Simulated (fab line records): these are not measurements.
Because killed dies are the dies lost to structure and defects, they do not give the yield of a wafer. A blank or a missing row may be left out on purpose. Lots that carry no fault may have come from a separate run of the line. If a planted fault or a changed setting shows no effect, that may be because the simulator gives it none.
fab line records    flow sky130    part 1 of 2: steps 1 to 30 of 41
[record] lots = 5  wafers = 15  lastDay = 49
route steps=708 shown SONOS_TUNNEL@167 SONOS_ONO@168 GATE_OXIDE@187 POLY_GATE@204 RES_PROTECT@206
lots that met no fault: from a run of the same line without faults
startH: the number of hours between the record's first day and the start of the first shown wafer of the lot    waitH: how many hours have passed since the lot's step before this one    " same as the row above    L1.1+2: a single row standing in for several wafers    - either no value or no given start    * or withheld: withheld    < > ~ a bound
route shown NAME@n: a module of which the file shows steps, and the number in the route of the first    usual: mean and standard deviation over wafers with no fault    same: alike in all rows    chamber/n: place in a boat    sites: the reading at each site    _std_site: standard deviation across them    _edge_site: inner sites' mean taken away from outer sites' mean    radiusMm: for every site, how far away it sits from the centre of the wafer    mask NAME#n: copy n    behind: tool/chamber where the wafer was last shaped    hold: cause of the lot's hold/its duration in hours/its outcome    device: whichever transistor did not switch (one of n, p or np)    end of line: the tests these same wafers got at the end of their route    a step without rows: its recipe alone    killed: dies lost to structure and defects at the first sort, not the wafer's yield    map: shows each die of a wafer: x if killed, . if not, _ if none is there
set.NAME: setting as actually run; set.NAME@STEP: the setting as run at that earlier step    model.NAME: the simulator's own value behind a step, which no gauge read
lots seen at some steps along the route; tables by step, rows by wafer
services: from which hour (startH, from the record's first day; less than 0 if before it) a tool's chamber was out of use, for how many hours, and why
[[steps]]
[step SKY_SONOS_TUNNEL_CLEAN_13]
[recipe] chemistry = dHF  timeS = 20  dilution = 100:1  dry = ipaMarangoni
[same] timeS = 20
lot.wafer   tool         chamber  startH  waitH
L076.3+5+6  wetBench-02  0        265.60  0.0
L077.1+3+6  wetBench-04  2        265.83  0.1
L078.1+2+5  wetBench-02  3        273.15  0.1
L087.1+3+4  wetBench-04  3        354.24  0.1
L090.1+2+5  wetBench-03  3        378.33  0.1
[step SKY_SONOS_ONO_OXIDATION_00]
[recipe] tempC = 800  ambient = O2  idleTempC = 700  rampUpCPerMin = 10  rampDownCPerMin = 3  stabiliseS = 600  purgeS = 300  targetThkA = 26  oxTimeS = 1249
[usual] oxTempC = 800.0/0.4  zonePowerUpperPct = 13.4/0.69
lot.wafer  tool        chamber  startH  waitH  oxTempC  zonePowerUpperPct
L076.3     furnace-01  0        268.70  3.1    798.9    12.9
L076.5     "           0        "       "      799.4    12.8
L076.6     "           0        "       "      799.7    12.6
L077.1     furnace-01  0        268.70  2.9    800.4    12.8
L077.3     "           0        "       "      800.4    13.0
L077.6     "           0        "       "      800.3    12.9
L078.1     furnace-02  0        274.24  1.1    800.3    14.0
L078.2     "           0        "       "      800.0    14.2
L078.5     "           0        "       "      800.5    14.3
L087.1     furnace-01  0        354.56  0.3    800.4    12.6
L087.3     "           0        "       "      800.7    12.8
L087.4     "           0        "       "      800.3    12.8
L090.1     furnace-01  0        378.94  0.6    799.9    12.7
L090.2     "           0        "       "      800.2    12.7
L090.5     "           0        "       "      799.8    12.7
[step SKY_SONOS_ONO_THK_MEAS_01]
[recipe] reads = SiO2_of_SONOS_ONO_OXIDATION_00
[usual] SONOS_ONO_OXIDATION_THK = 2.61/0.053
lot.wafer  tool          chamber  startH  waitH  SONOS_ONO_OXIDATION_THK[nm]
L077.1     filmMetro-02  -        270.05  0.0    2.51
L077.3     "             -        "       "      2.61
L077.6     "             -        "       "      2.54
L076.3     filmMetro-03  -        270.07  0.0    2.70
L076.5     "             -        "       "      2.64
L076.6     "             -        "       "      2.66
L078.1     filmMetro-03  -        275.59  0.0    2.68
L078.2     "             -        "       "      2.68
L078.5     "             -        "       "      2.56
L087.1     filmMetro-01  -        355.90  0.0    2.59
L087.3     "             -        "       "      2.60
L087.4     "             -        "       "      2.63
L090.1     filmMetro-01  -        380.29  0.0    2.61
L090.2     "             -        "       "      2.60
L090.5     "             -        "       "      2.63
[step SKY_SONOS_ONO_CVD_02]
[recipe] material = Si3N4  precursor = DCS/NH3  targetThkNm = 10.5  tempC = 770  timeS = 180  pressureMtorr = 250
[usual] zonePowerUpperPct = 12.7/1.4
[same] timeS = 180
lot.wafer  tool      chamber  startH  waitH  zonePowerUpperPct
L076.3     lpcvd-02  0        271.90  1.8    11.9
L076.5     "         0        "       "      12.0
L076.6     "         0        "       "      12.1
L077.1     lpcvd-02  1        271.90  1.8    14.8
L077.3     "         1        "       "      14.9
L077.6     "         1        "       "      14.9
L078.1     lpcvd-02  0        275.65  0.1    11.9
L078.2     "         0        "       "      12.0
L078.5     "         0        "       "      11.7
L087.1     lpcvd-02  0        355.96  0.1    11.8
L087.3     "         0        "       "      12.0
L087.4     "         0        "       "      11.8
L090.1     lpcvd-02  0        380.35  0.1    11.8
L090.2     "         0        "       "      11.7
L090.5     "         0        "       "      11.8
[step SKY_SONOS_ONO_THK_MEAS_03]
[recipe] reads = Si3N4_of_SONOS_ONO_CVD_02
[usual] SONOS_ONO_CVD_02_THK = 10.53/0.13
lot.wafer  tool          chamber  startH  waitH  SONOS_ONO_CVD_02_THK[nm]
L077.1     filmMetro-02  -        272.95  0.0    10.51
L077.3     "             -        "       "      10.54
L077.6     "             -        "       "      10.67
L076.3     filmMetro-01  -        272.97  0.0    10.37
L076.5     "             -        "       "      10.42
L076.6     "             -        "       "      10.45
L078.1     filmMetro-01  -        276.70  0.0    10.36
L078.2     "             -        "       "      10.34
L078.5     "             -        "       "      10.41
L087.1     filmMetro-02  -        357.01  0.0    10.44
L087.3     "             -        "       "      10.58
L087.4     "             -        "       "      10.61
L090.1     filmMetro-02  -        381.40  0.0    10.62
L090.2     "             -        "       "      10.66
L090.5     "             -        "       "      10.64
[step SKY_SONOS_ONO_CVD_04]
[recipe] material = SiO2  precursor = SiH4/N2O  targetThkNm = 5.7199  tempC = 900  pressureMtorr = 400
[usual] zonePowerUpperPct = 15.4/0.51
[same] timeS = 900
lot.wafer  tool      chamber  startH  waitH  zonePowerUpperPct
L076.3     lpcvd-03  1        273.01  0.0    15.1
L076.5     "         1        "       "      15.2
L076.6     "         1        "       "      15.1
L077.1     lpcvd-03  1        273.01  0.1    14.9
L077.3     "         1        "       "      15.2
L077.6     "         1        "       "      14.9
L078.1     lpcvd-03  0        276.76  0.1    15.9
L078.2     "         0        "       "      15.8
L078.5     "         0        "       "      15.9
L087.1     lpcvd-03  1        357.07  0.1    14.8
L087.3     "         1        "       "      15.0
L087.4     "         1        "       "      14.8
L090.1     lpcvd-03  0        381.46  0.1    16.1
L090.2     "         0        "       "      16.0
L090.5     "         0        "       "      16.0
[step SKY_SONOS_ONO_THK_MEAS_05]
[recipe] reads = SiO2_of_SONOS_ONO_CVD_04
[usual] SONOS_ONO_CVD_04_THK = 5.64/0.11
lot.wafer  tool          chamber  startH  waitH  SONOS_ONO_CVD_04_THK[nm]
L077.1     filmMetro-01  -        274.26  0.0    5.52
L077.3     "             -        "       "      5.57
L077.6     "             -        "       "      5.57
L076.3     filmMetro-03  -        274.28  0.0    5.84
L076.5     "             -        "       "      5.77
L076.6     "             -        "       "      5.77
L078.1     filmMetro-03  -        278.63  0.0    5.71
L078.2     "             -        "       "      5.73
L078.5     "             -        "       "      5.66
L087.1     filmMetro-02  -        358.32  0.0    5.62
L087.3     "             -        "       "      5.76
L087.4     "             -        "       "      5.65
L090.1     filmMetro-02  -        382.71  0.0    5.47
L090.2     "             -        "       "      5.45
L090.5     "             -        "       "      5.39
[step SKY_SONOS_ONO_DEHYDRATE_06]
[recipe] tempC = 200  timeS = 60
[same] timeS = 60
lot.wafer   tool           chamber  startH  waitH
L076.3+5+6  lithoTrack-03  0        285.15  10.9
L077.1+3+6  lithoTrack-03  0        285.70  11.4
L078.1+2+5  lithoTrack-02  0        290.71  12.1
L087.1+3+4  lithoTrack-03  0        371.85  13.5
L090.1+2+5  lithoTrack-03  0        396.75  14.0
[step SKY_SONOS_ONO_HMDS_07]
[recipe] primeTimeS = 60  primeTempC = 120
lot.wafer   tool           chamber  startH  waitH
L076.3+5+6  lithoTrack-03  0        285.30  0.1
L077.1+3+6  lithoTrack-03  0        285.85  0.1
L078.1+2+5  lithoTrack-02  0        290.86  0.1
L087.1+3+4  lithoTrack-03  0        372.00  0.1
L090.1+2+5  lithoTrack-03  0        396.90  0.1
[step SKY_SONOS_ONO_COAT_08]
[recipe] resist = NOVOLAK  spinRpm = 3000  resistThkNm = 1140
lot.wafer   tool           chamber  startH  waitH
L076.3+5+6  lithoTrack-03  0        285.45  0.1
L077.1+3+6  lithoTrack-03  0        286.00  0.1
L078.1+2+5  lithoTrack-02  0        291.01  0.1
L087.1+3+4  lithoTrack-03  0        372.15  0.1
L090.1+2+5  lithoTrack-03  0        397.05  0.1
[step SKY_SONOS_ONO_SOFTBAKE_09]
[recipe] tempC = 90  timeS = 60  resist = NOVOLAK
[same] timeS = 60
lot.wafer   tool           chamber  startH  waitH
L076.3+5+6  lithoTrack-03  0        285.60  0.1
L077.1+3+6  lithoTrack-03  0        286.15  0.1
L078.1+2+5  lithoTrack-02  0        291.16  0.1
L087.1+3+4  lithoTrack-03  0        372.30  0.1
L090.1+2+5  lithoTrack-03  0        397.20  0.1
[step SKY_SONOS_ONO_EXPOSE_10]
[recipe] maskId = ONOM  targetCdNm = 410  na = 0.6  sourceShape = conventional  sigmaOuter = 0.6  doseMj = 150
[same] na = 0.6
lot.wafer   tool             chamber  startH  waitH  mask
L076.3+5+6  ilineStepper-02  0        -       -      ONOM#0
L077.1+3+6  ilineStepper-01  0        -       -      ONOM#0
L078.1+2+5  ilineStepper-01  0        -       -      ONOM#0
L087.1+3+4  ilineStepper-02  0        -       -      ONOM#0
L090.1+2+5  ilineStepper-02  0        -       -      ONOM#0
[step SKY_SONOS_ONO_PEB_11]
[recipe] tempC = withheld  timeS = *  resist = NOVOLAK
[same] timeS = *
lot.wafer   tool           chamber  startH  waitH
L076.3+5+6  lithoTrack-03  0        -       -
L077.1+3+6  lithoTrack-03  0        -       -
L078.1+2+5  lithoTrack-01  0        -       -
L087.1+3+4  lithoTrack-01  0        -       -
L090.1+2+5  lithoTrack-01  0        -       -
[step SKY_SONOS_ONO_DEVELOP_12]
[recipe] developTimeS = 60  devTempC = 23
lot.wafer   tool           chamber  startH  waitH
L076.3+5+6  lithoTrack-03  0        298.80  0.1
L077.1+3+6  lithoTrack-03  0        299.05  0.1
L078.1+2+5  lithoTrack-01  0        303.66  0.1
L087.1+3+4  lithoTrack-01  0        386.56  0.1
L090.1+2+5  lithoTrack-01  0        411.86  0.1
[step SKY_SONOS_ONO_CD_MEAS_13]
[recipe] targetCdNm = 410
[usual] cdNm = 409.6/2.2
lot.wafer  tool      chamber  startH  waitH  cdNm
L076.3     cdSem-01  -        298.94  0.1    410.6
L076.5     "         -        "       "      412.1
L076.6     "         -        "       "      411.3
L077.1     cdSem-01  -        299.20  0.1    409.2
L077.3     "         -        "       "      409.1
L077.6     "         -        "       "      409.9
L078.1     cdSem-02  -        303.81  0.1    406.9
L078.2     "         -        "       "      410.2
L078.5     "         -        "       "      408.7
L087.1     cdSem-01  -        386.71  0.1    412.1
L087.3     "         -        "       "      411.8
L087.4     "         -        "       "      412.1
L090.1     cdSem-01  -        412.01  0.1    410.6
L090.2     "         -        "       "      414.4
L090.5     "         -        "       "      411.2
[step SKY_SONOS_ONO_OVL_MEAS_14]
[usual] SONOS_ONO_OVL = 0.1/1.5
lot.wafer  tool        chamber  startH  waitH  SONOS_ONO_OVL[nm]
L076.3     overlay-02  -        299.04  0.1    1.1
L076.5     "           -        "       "      0.6
L076.6     "           -        "       "      2.1
L077.1     overlay-01  -        299.32  0.1    0.5
L077.3     "           -        "       "      -0.1
L077.6     "           -        "       "      -0.8
L078.1     overlay-01  -        303.93  0.1    -1.4
L078.2     "           -        "       "      0.4
L078.5     "           -        "       "      1.3
L087.1     overlay-01  -        386.83  0.1    2.7
L087.3     "           -        "       "      0.1
L087.4     "           -        "       "      2.0
L090.1     overlay-02  -        412.13  0.1    0.6
L090.2     "           -        "       "      -0.7
L090.5     "           -        "       "      -1.1
[step SKY_SONOS_ONO_ETCH_15]
[recipe] targetDepthNm = 19.52  chemistry = CHF3/O2  sourceW = 600  biasW = 200  pressureMtorr = 40  chf3FlowSccm = 50  O2_flow_sccm = 5  timeS = 7.8
[usual] O2_flow_sccm = 5.000/0.015  chamberPressureMTorr = 40.00/0.035  drypumpMotorCurrentA = 5.6/0.5  oesProductAu = 0.998/0.012  throttleValvePct = 8.824/0.0088
[same] timeS = 7.8
lot.wafer  tool        chamber  startH  waitH  O2_flow_sccm  chamberPressureMTorr  drypumpMotorCurrentA  oesProductAu  rfHoursCounterH  throttleValvePct
L076.3     rieDiel-03  3        299.06  0.0    5.002         40.01                 5.4                   1.010         9                8.833
L076.5     "           3        "       "      5.006         39.98                 5.4                   0.998         -                8.825
L076.6     "           0        "       "      4.983         40.01                 5.7                   0.986         -                8.815
L077.1     rieDiel-01  2        299.36  0.0    4.982         40.05                 4.9                   1.000         6                8.813
L077.3     "           1        "       "      4.999         40.03                 4.8                   1.011         4                8.835
L077.6     "           1        "       "      4.981         40.01                 4.8                   0.994         -                8.827
L078.1     rieDiel-01  3        303.97  0.0    5.003         39.99                 5.9                   0.985         1                8.822
L078.2     "           2        "       "      4.994         39.98                 4.8                   1.010         6                8.822
L078.5     "           2        "       "      4.973         40.02                 4.9                   1.002         -                8.835
L087.1     rieDiel-03  1        386.87  0.0    5.003         39.99                 5.6                   1.015         25               8.837
L087.3     "           2        "       "      5.019         39.93                 6.4                   0.989         74               8.811
L087.4     "           0        "       "      5.005         40.02                 5.7                   0.986         104              8.822
L090.1     rieDiel-03  3        412.17  0.0    4.989         40.05                 5.4                   0.997         10               8.836
L090.2     "           1        "       "      5.000         40.01                 5.6                   0.998         26               8.838
L090.5     "           1        "       "      4.985         39.99                 5.6                   1.006         -                8.842
[step SKY_SONOS_ONO_WET_ETCH_16]
[recipe] chemistry = dHF  targetDepthNm = 14  dry = n2Spin  target = SiO2  dilution = 100:1  tempC = 25  timeS = 280
[same] timeS = 280
lot.wafer   tool         chamber  startH  waitH
L076.3+5+6  wetBench-04  3        299.08  0.0
L077.1+3+6  wetBench-04  1        299.38  0.0
L078.1+2+5  wetBench-04  1        303.99  0.0
L087.1+3+4  wetBench-01  2        386.89  0.0
L090.1+2+5  wetBench-04  2        412.19  0.0
[step SKY_SONOS_ONO_STRIP_17]
[recipe] chemistry = O2/N2  powerW = 1400  pressureMtorr = 1500  platenTempC = withheld  o2FlowSccm = 3000  n2FlowSccm = 300  overashFraction = 0.5
[usual] chamberPressureMTorr = 1500.3/1.4  drypumpMotorCurrentA = 5.50/0.17  oesProductAu = 0.710/0.0048  stripTimeToEndpointS = 14.12/0.049
lot.wafer  tool            chamber  startH  waitH  chamberPressureMTorr  drypumpMotorCurrentA  oesProductAu  rfHoursCounterH  stripTimeToEndpointS
L076.3     plasmaAsher-01  1        299.20  0.0    1499.1                5.34                  0.705         -                14.12
L076.5     "               0        "       "      1499.3                5.27                  0.710         -                14.11
L076.6     "               1        "       "      1503.9                5.34                  0.711         -                14.11
L077.1     plasmaAsher-04  0        299.47  0.0    1500.2                5.60                  0.720         18               14.16
L077.3     "               0        "       "      1500.9                5.59                  0.712         -                14.16
L077.6     "               1        "       "      1500.1                5.43                  0.716         -                14.13
L078.1     plasmaAsher-04  0        304.07  0.0    1500.1                5.59                  0.709         19               14.09
L078.2     "               1        "       "      1502.7                5.43                  0.712         19               14.14
L078.5     "               1        "       "      1501.4                5.42                  0.706         -                14.13
L087.1     plasmaAsher-04  1        386.97  0.0    1502.8                5.42                  0.710         27               14.07
L087.3     "               1        "       "      1499.4                5.42                  0.712         -                14.10
L087.4     "               0        "       "      1501.4                5.60                  0.707         -                14.09
L090.1     plasmaAsher-01  0        412.28  0.0    1499.0                5.26                  0.710         72               14.06
L090.2     "               1        "       "      1500.2                5.39                  0.707         72               14.09
L090.5     "               1        "       "      1498.7                5.37                  0.719         -                14.02
[step SKY_SONOS_ONO_WET_ETCH_18]
[recipe] chemistry = H3PO4  targetDepthNm = 15  target = Si3N4  tempC = 160  timeS = 172
[usual] bathGuardTempC = 159.9/0.43
[same] timeS = 172
lot.wafer  tool         chamber  startH  waitH  bathGuardTempC
L076.3     wetBench-02  2        299.27  0.0    159.4
L076.5     "            2        "       "      159.6
L076.6     "            2        "       "      159.1
L077.1     wetBench-04  1        299.57  0.1    159.8
L077.3     "            1        "       "      159.9
L077.6     "            1        "       "      160.0
L078.1     wetBench-02  2        304.17  0.1    159.6
L078.2     "            2        "       "      159.5
L078.5     "            2        "       "      159.4
L087.1     wetBench-01  2        387.07  0.1    160.5
L087.3     "            2        "       "      160.4
L087.4     "            2        "       "      160.1
L090.1     wetBench-02  2        412.38  0.1    159.2
L090.2     "            2        "       "      159.6
L090.5     "            2        "       "      159.1
[step SKY_GATE_OXIDE_CLEAN_00]
[recipe] chemistry = SC1/SC2  mix = 1:4:20  tempC = 70  timeS = 150  dry = n2Spin
[usual] bathGuardTempC = 69.9/0.41
[same] timeS = 150
lot.wafer  tool         chamber  startH  waitH  bathGuardTempC
L076.3     wetBench-01  2        299.33  0.0    70.3
L076.5     "            2        "       "      70.2
L076.6     "            2        "       "      70.6
L077.1     wetBench-01  3        299.62  0.0    69.9
L077.3     "            3        "       "      69.9
L077.6     "            3        "       "      69.9
L078.1     wetBench-01  2        304.24  0.0    70.6
L078.2     "            2        "       "      70.2
L078.5     "            2        "       "      70.2
L087.1     wetBench-02  3        387.13  0.0    70.7
L087.3     "            3        "       "      70.5
L087.4     "            3        "       "      70.4
L090.1     wetBench-04  0        412.44  0.0    69.5
L090.2     "            0        "       "      69.8
L090.5     "            0        "       "      69.6
[step SKY_GATE_OXIDE_OXIDATION_01]
[recipe] tempC = 900  ambient = O2  stabiliseS = 600  purgeS = 300  targetThkA = 102.68  oxTimeS = 1473
[usual] oxTempC = 900.0/0.36  zonePowerUpperPct = 17.3/0.9
lot.wafer  tool        chamber  startH  waitH  oxTempC  zonePowerUpperPct
L076.3     furnace-01  0        299.38  0.0    900.8    16.4
L076.5     "           0        "       "      899.7    16.6
L076.6     "           0        "       "      900.1    16.1
L077.1     furnace-02  0        299.67  0.0    900.4    18.0
L077.3     "           0        "       "      900.3    18.0
L077.6     "           0        "       "      900.5    18.1
L078.1     furnace-02  0        304.29  0.0    899.9    17.9
L078.2     "           0        "       "      900.2    18.1
L078.5     "           0        "       "      900.1    18.1
L087.1     furnace-02  0        388.55  1.4    900.1    18.4
L087.3     "           0        "       "      900.0    18.1
L087.4     "           0        "       "      900.8    18.1
L090.1     furnace-02  0        414.57  2.1    900.3    18.1
L090.2     "           0        "       "      900.3    18.1
L090.5     "           0        "       "      900.5    17.9
[step SKY_GATE_OXIDE_THK_MEAS_02]
[recipe] reads = SiO2_of_GATE_OXIDE_OXIDATION_01
[usual] GATE_OXIDE_OXIDATION_00_THK = 10.30/0.17
lot.wafer  tool          chamber  startH  waitH  GATE_OXIDE_OXIDATION_00_THK[nm]
L076.3     filmMetro-01  -        300.81  0.0    10.12
L076.5     "             -        "       "      10.31
L076.6     "             -        "       "      10.16
L077.1     filmMetro-04  -        301.08  0.0    10.33
L077.3     "             -        "       "      10.27
L077.6     "             -        "       "      10.31
L078.1     filmMetro-01  -        305.70  0.0    10.39
L078.2     "             -        "       "      10.30
L078.5     "             -        "       "      10.30
L087.1     filmMetro-02  -        389.96  0.0    10.37
L087.3     "             -        "       "      10.17
L087.4     "             -        "       "      10.22
L090.1     filmMetro-02  -        415.98  0.0    10.12
L090.2     "             -        "       "      10.24
L090.5     "             -        "       "      10.17
[step SKY_GATE_OXIDE_DEHYDRATE_03]
[recipe] tempC = 200  timeS = 60
[same] timeS = 60
lot.wafer   tool           chamber  startH  waitH
L076.3+5+6  lithoTrack-01  0        312.61  11.8
L077.1+3+6  lithoTrack-02  0        312.96  11.9
L078.1+2+5  lithoTrack-01  0        318.26  12.6
L087.1+3+4  lithoTrack-04  0        403.95  14.0
L090.1+2+5  lithoTrack-02  0        430.06  14.1
[step SKY_GATE_OXIDE_HMDS_04]
[recipe] primeTimeS = 60  primeTempC = 120
lot.wafer   tool           chamber  startH  waitH
L076.3+5+6  lithoTrack-01  0        312.76  0.1
L077.1+3+6  lithoTrack-02  0        313.11  0.1
L078.1+2+5  lithoTrack-01  0        318.41  0.1
L087.1+3+4  lithoTrack-04  0        404.10  0.1
L090.1+2+5  lithoTrack-02  0        430.21  0.1
[step SKY_GATE_OXIDE_COAT_05]
[recipe] resist = NOVOLAK  spinRpm = 3000  resistThkNm = 1140
lot.wafer   tool           chamber  startH  waitH
L076.3+5+6  lithoTrack-01  0        312.91  0.1
L077.1+3+6  lithoTrack-02  0        313.26  0.1
L078.1+2+5  lithoTrack-01  0        318.56  0.1
L087.1+3+4  lithoTrack-04  0        404.25  0.1
L090.1+2+5  lithoTrack-02  0        430.36  0.1
[step SKY_GATE_OXIDE_SOFTBAKE_06]
[recipe] tempC = 90  timeS = 60  resist = NOVOLAK
[same] timeS = 60
lot.wafer   tool           chamber  startH  waitH
L076.3+5+6  lithoTrack-01  0        313.06  0.1
L077.1+3+6  lithoTrack-02  0        313.41  0.1
L078.1+2+5  lithoTrack-01  0        318.71  0.1
L087.1+3+4  lithoTrack-04  0        404.40  0.1
L090.1+2+5  lithoTrack-02  0        430.51  0.1
[step SKY_GATE_OXIDE_EXPOSE_07]
[recipe] maskId = LVOM  na = 0.6  sourceShape = conventional  sigmaOuter = 0.6  polarization = unpolarized  targetCdNm = 600  doseMj = 170
[same] na = 0.6
lot.wafer   tool             chamber  startH  waitH  mask
L076.3+5+6  ilineStepper-01  0        -       -      LVOM#0
L077.1+3+6  ilineStepper-01  0        -       -      LVOM#0
L078.1+2+5  ilineStepper-01  0        -       -      LVOM#0
L087.1+3+4  ilineStepper-02  0        -       -      LVOM#0
L090.1+2+5  ilineStepper-01  0        -       -      LVOM#0
[step SKY_GATE_OXIDE_PEB_08]
[recipe] tempC = withheld  timeS = *  resist = NOVOLAK
[same] timeS = *
lot.wafer   tool           chamber  startH  waitH
L076.3+5+6  lithoTrack-02  0        -       -
L077.1+3+6  lithoTrack-02  0        -       -
L078.1+2+5  lithoTrack-01  0        -       -
L087.1+3+4  lithoTrack-04  0        -       -
L090.1+2+5  lithoTrack-01  0        -       -
[step SKY_GATE_OXIDE_DEVELOP_09]
[recipe] resist = NOVOLAK  developer = TMAH  developTimeS = 60  devTempC = 23
lot.wafer   tool           chamber  startH  waitH
L076.3+5+6  lithoTrack-02  0        326.16  0.1
L077.1+3+6  lithoTrack-02  0        326.41  0.1
L078.1+2+5  lithoTrack-01  0        331.56  0.1
L087.1+3+4  lithoTrack-04  0        419.40  0.1
L090.1+2+5  lithoTrack-01  0        446.76  0.1
